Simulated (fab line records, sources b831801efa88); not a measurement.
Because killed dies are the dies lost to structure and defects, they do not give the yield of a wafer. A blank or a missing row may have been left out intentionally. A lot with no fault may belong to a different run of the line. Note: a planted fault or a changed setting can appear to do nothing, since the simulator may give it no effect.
Chamber matching :: flow sky130 :: 4 sister chambers for SKY_VIA1_CMP_02 on cmp-01
The step polishes SiO2. 14 wafers are shown with their chamber, then 7 later ones without.

== WAFERS PAIRED WITH THEIR CHAMBERS ==
wafer: L643.1
chamber: 3
motor current A (A): 11.7
platen rpm (rpm): 60.04

wafer: L643.3
chamber: 0
motor current A (A): 11.9
platen rpm (rpm): 59.98

wafer: L643.6
chamber: 3
motor current A (A): 12.0
platen rpm (rpm): 60.05

wafer: L645.3
chamber: 1
motor current A (A): 11.4
platen rpm (rpm): 59.94

wafer: L645.4
chamber: 0
motor current A (A): 11.2
platen rpm (rpm): 59.98

wafer: L645.5
chamber: 3
motor current A (A): 12.1
platen rpm (rpm): 60.07

wafer: L649.2
chamber: 2
motor current A (A): 13.2
platen rpm (rpm): 59.99

wafer: L649.3
chamber: 3
motor current A (A): 12.0
platen rpm (rpm): 60.01

wafer: L649.5
chamber: 1
motor current A (A): 11.6
platen rpm (rpm): 60.05

wafer: L650.1
chamber: 0
motor current A (A): 12.2
platen rpm (rpm): 60.01

wafer: L650.3
chamber: 1
motor current A (A): 11.5
platen rpm (rpm): 59.97

wafer: L650.5
chamber: 2
motor current A (A): 13.0
platen rpm (rpm): 60.09

wafer: L655.1
chamber: 2
motor current A (A): 12.9
platen rpm (rpm): 60.01

wafer: L655.3
chamber: 0
motor current A (A): 12.5
platen rpm (rpm): 59.93

SIGNATURES (means of the wafers above)
reading: motor current A
chamber 0: 11.950
chamber 1: 11.500
chamber 2: 13.033
chamber 3: 11.950
scatter within a chamber: 0.33

reading: platen rpm
chamber 0: 59.9750
chamber 1: 59.9867
chamber 2: 60.0300
chamber 3: 60.0425
scatter within a chamber: 0.0415
Rule: distance of a wafer from a chamber = root of the sum over the readings of ((wafer's reading minus chamber's mean) / reading's scatter) squared. The wafer belongs to the nearest chamber; if the next one is less than 2 further off, it can't be placed. How the scatter is found: for the shown wafers, subtract from each reading the mean of its chamber, square and add these, divide the total by (wafers less chambers), then take the root.

== WAFERS MISSING THEIR CHAMBER ==
wafer: L655.6
motor current A (A): 12.2
platen rpm (rpm): 60.02

wafer: L661.3
motor current A (A): 12.7
platen rpm (rpm): 59.98

wafer: L661.4
motor current A (A): 12.2
platen rpm (rpm): 59.94

wafer: L661.5
motor current A (A): 12.3
platen rpm (rpm): 59.98

wafer: L664.2
motor current A (A): 12.1
platen rpm (rpm): 60.09

wafer: L664.3
motor current A (A): 11.9
platen rpm (rpm): 60.01

wafer: L664.4
motor current A (A): 11.4
platen rpm (rpm): 60.00

== CHAMBER TAKEN BY EACH ==
wafer: L655.6
from the rows above: can't be placed: 3 or 0 or 1 or 2
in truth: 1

wafer: L661.3
from the rows above: can't be placed: 2 or 0 or 3
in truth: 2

wafer: L661.4
from the rows above: can't be placed: 0 or 1 or 3
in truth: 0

wafer: L661.5
from the rows above: can't be placed: 0 or 3 or 1 or 2
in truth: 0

wafer: L664.2
from the rows above: can't be placed: 3 or 0 or 1 or 2
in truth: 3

wafer: L664.3
from the rows above: can't be placed: 3 or 0 or 1
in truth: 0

wafer: L664.4
from the rows above: can't be placed: 1 or 0 or 3
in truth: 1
Correct placement for 0 of the 7. From these rows, 7 cannot be placed; in 7 the true chamber is one of the candidates. 0 placed wrongly.
